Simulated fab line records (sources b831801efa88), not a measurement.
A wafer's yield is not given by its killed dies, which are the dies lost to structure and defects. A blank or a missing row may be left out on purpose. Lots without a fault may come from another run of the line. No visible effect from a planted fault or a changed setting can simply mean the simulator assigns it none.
Struck lot and sound lot, side by side || flow sky130 || 30 out of 708 route steps
Sound: wafers L115.1, L115.2, L115.5. Wafers L134.1, L134.3, L134.4 were the ones struck. The cause is given at the end.
Order at every step that has rows: each side's tool, ch and its chambers, its first start. Under that, the readings that differ: sound wafers || struck wafers || difference of the means || sigmas: that difference in standard deviations of wafers without a fault.
alike: same words and numbers on both sides, and readings whose means sit less than 2 such deviations apart. not compared: any withheld reading, any reading some wafer has no value for, any bound like >300 that may hide the same value, and any number with overlapping values for which the record gives no deviation.
The two part at a step that has a row with sigmas, a row that says differs or no value, or rows on one side only. Numbers that don't overlap but have no deviation are shown without sigmas and don't part them. Lack of a reading on every wafer of one side parts them only where that side has two or more wafers.

SKY_FIELD_ISO_BOW_MEAS_00:
  struck on film-metro-01, day 5 19:00; sound on film-metro-03, day 1 20:00
  alike: INCOMING_BOW
then, 1 step without rows for these wafers: SKY_FIELD_ISO_OXIDATION_01 (stabilise 600 s, purge 300 s, target thk 12 nm).
SKY_FIELD_ISO_THK_MEAS_02:
  struck on film-metro-01, day 5 21:39; sound on film-metro-01, day 1 21:38
{"reading": "FIELD_ISO_OXIDATION_00_THK (nm)", "sound": "11.52 11.75 11.75", "struck": "12.31 12.30 12.16", "difference": "+0.58", "sigmas": "+2"}
SKY_FIELD_ISO_CVD_03: deposits Si3N4 from DCS/NH3, target thk 165 nm, time 2830 s.
  sound on lpcvd-02 ch 0, day 1 21:41; struck on lpcvd-02 ch 0, day 5 21:43
  no value came back on the struck wafers for pressure-mtorr (mTorr), spike-tc-bottom-C (C); on the sound wafers pressure-mtorr (mTorr) reads 249.9 249.7 249.9
then, 8 steps without rows for these wafers: SKY_FIELD_ISO_DEHYDRATE_05 (time 60 s); SKY_FIELD_ISO_HMDS_06 (prime time 60 s); SKY_FIELD_ISO_COAT_07 (resist thk 60 nm); SKY_FIELD_ISO_COAT_08 (resist thk 450 nm); SKY_FIELD_ISO_SOFTBAKE_09 (time 90 s); SKY_FIELD_ISO_EXPOSE_10 (exposes mask FOM, target cd 150 nm); SKY_FIELD_ISO_PEB_11; SKY_FIELD_ISO_DEVELOP_12 (develop time 60 s).
SKY_FIELD_ISO_CD_MEAS_13 targets a cd of 150 nm.
  struck on cd-sem-02, day 6 17:16; sound on cd-sem-02, day 2 14:58
  alike: cd-nm
SKY_FIELD_ISO_ETCH_14: etches BARC in N2/H2, stops on SiO2, time 45.9 s, target depth 60 nm.
  sound on rie-diel-01 ch 0,2,3, day 2 15:05; struck on rie-diel-01 ch 0,1,2, day 6 17:23
  alike: drypump-motor-current-A, h2-flow-sccm, n2-flow-sccm, oes-product-au, throttle-valve-pct
  not compared: rf-hours-counter-h
SKY_FIELD_ISO_ETCH_15: etches the open film in CHF3/O2, stops on Si, target depth 180 nm, time 72 s.
  sound on rie-diel-01 ch 0,2,3, day 2 15:08; struck on rie-diel-01 ch 0,1,2, day 6 17:26
{"reading": "oes-product-au (a.u.)", "sound": "0.950 0.949 0.952", "struck": "0.989 0.979 0.969", "difference": "+0.029", "sigmas": "+4"}
{"reading": "model.etch.depth-nm (nm)", "sound": "165 164.9 166.1", "struck": "178.3 177.6 173.3", "difference": "+11.1", "sigmas": ""}
  alike: O2_flow_sccm, drypump-motor-current-A, throttle-valve-pct
  not compared: rf-hours-counter-h
SKY_FIELD_ISO_STRIP_16: strips in O2/N2.
  sound on plasma-asher-01 ch 0,1, day 2 15:11; struck on plasma-asher-03 ch 0,1, day 6 17:29
  alike: drypump-motor-current-A, n2-flow-sccm, oes-product-au, strip-time-to-endpoint-s
  not compared: rf-hours-counter-h
SKY_FIELD_ISO_ETCH_17: etches Si in HBr/Cl2/O2, target depth 342 nm, time 97.7 s.
  sound on rie-si-02 ch 0,1, day 2 15:17; struck on rie-si-02 ch 0,1,3, day 6 17:35
{"reading": "throttle-valve-pct (%)", "sound": "25.679 25.662 25.672", "struck": "25.643 25.651 25.648", "difference": -0.024, "sigmas": -2}
  alike: O2_flow_sccm, drypump-motor-current-A, he-backside-leak-sccm, oes-product-au
  not compared: rf-hours-counter-h
then, 4 steps without rows for these wafers: SKY_FIELD_ISO_WET_ETCH_18 (etches Si3N4 in H3PO4, target depth 25 nm, time 286 s); SKY_FIELD_ISO_CLEAN_19 (cleans in SC1/SC2, time 150 s); SKY_FIELD_ISO_CLEAN_20 (cleans in dHF, time 20 s); SKY_FIELD_ISO_WET_ETCH_21 (etches SiO2 in dHF, target depth 20 nm, time 400 s).
SKY_FIELD_ISO_OXIDATION_22: stabilise 600 s, purge 300 s, target thk 10 nm.
  sound on furnace-01 ch 0, day 2 15:38; struck on furnace-02 ch 0, day 6 19:38
{"reading": "model.SiO2_of_FIELD_ISO_OXIDATION_01.thk-nm (nm)", "sound": "11.55 11.72 11.74", "struck": "10.13 10.03 10.04", "difference": -1.60, "sigmas": ""}
SKY_FIELD_ISO_THK_MEAS_23:
  struck on film-metro-01, day 6 20:52; sound on film-metro-03, day 2 16:48
{"reading": "FIELD_ISO_OXIDATION_01_THK (nm)", "sound": "9.61 9.60 9.60", "struck": "- - -", "difference": "no value on the struck wafers", "sigmas": ""}
then, 2 steps without rows for these wafers: SKY_FIELD_ISO_CVD_24 (deposits SiO2, target thk 595 nm, time 99.2 s); SKY_FIELD_ISO_ANNEAL_26 (time 1800 s).
SKY_FIELD_ISO_CMP_27: polishes, stops on Si3N4, t overpolish 16 s, target thk 457.8 nm.
  sound on cmp-01 ch 0,2,3, day 2 20:24; struck on cmp-01 ch 0,2,3, day 7 03:49
  alike: motor-current-A, platen-rpm, slurry-filter-dp-kPa
then, 1 step without rows for these wafers: SKY_FIELD_ISO_WET_ETCH_28 (etches SiO2 in dHF, target depth 23.7 nm, time 47 s).
SKY_FIELD_ISO_WET_ETCH_29: etches Si3N4 in H3PO4, target depth 160 nm, time 1825 s.
  sound on wet-bench-01 ch 0, day 2 20:40; struck on wet-bench-04 ch 0, day 7 04:08
{"reading": "model.SiO2_of_FIELD_ISO_OXIDATION_01.thk-nm (nm)", "sound": "11.24 11.41 11.44", "struck": "9.814 9.718 9.731", "difference": -1.609, "sigmas": ""}
then, 1 step without rows for these wafers: SKY_FIELD_ISO_WET_ETCH_30 (etches SiO2 in dHF, target depth 25 nm, time 50 s).
-- a jump in the record: the struck wafers' starts before and after are 44 days apart (it breaks off in module FIELD_ISO and resumes in module PAD_OPEN, where the first step shown is number 708 of the route) --
SKY_PAD_OPEN_PROBE_99:
  struck on prober-01, day 50 20:05; sound on prober-02, day 45 16:02
{"reading": "killed_at_M4_up", "sound": "1 1 1", "struck": "6 4 4", "difference": "+4", "sigmas": "+2"}
{"reading": "killed-at-front-end", "sound": "21 14 18", "struck": "386 420 403", "difference": "+385", "sigmas": "+94"}
{"reading": "killed-dies", "sound": "100 85 87", "struck": "492 492 492", "difference": "+401", "sigmas": "+40"}
{"reading": "killed-on-rim", "sound": "26 19 19", "struck": "96 96 96", "difference": "+75", "sigmas": "+20"}
  alike: killed_at_M0_to_M3, killed-at-contacts, killed-at-other, killed-open, killed-short

## WHERE THEY PART
At SKY_FIELD_ISO_THK_MEAS_02 first; at SKY_PAD_OPEN_PROBE_99 last (within this record only).

WHY: what the simulator had put in
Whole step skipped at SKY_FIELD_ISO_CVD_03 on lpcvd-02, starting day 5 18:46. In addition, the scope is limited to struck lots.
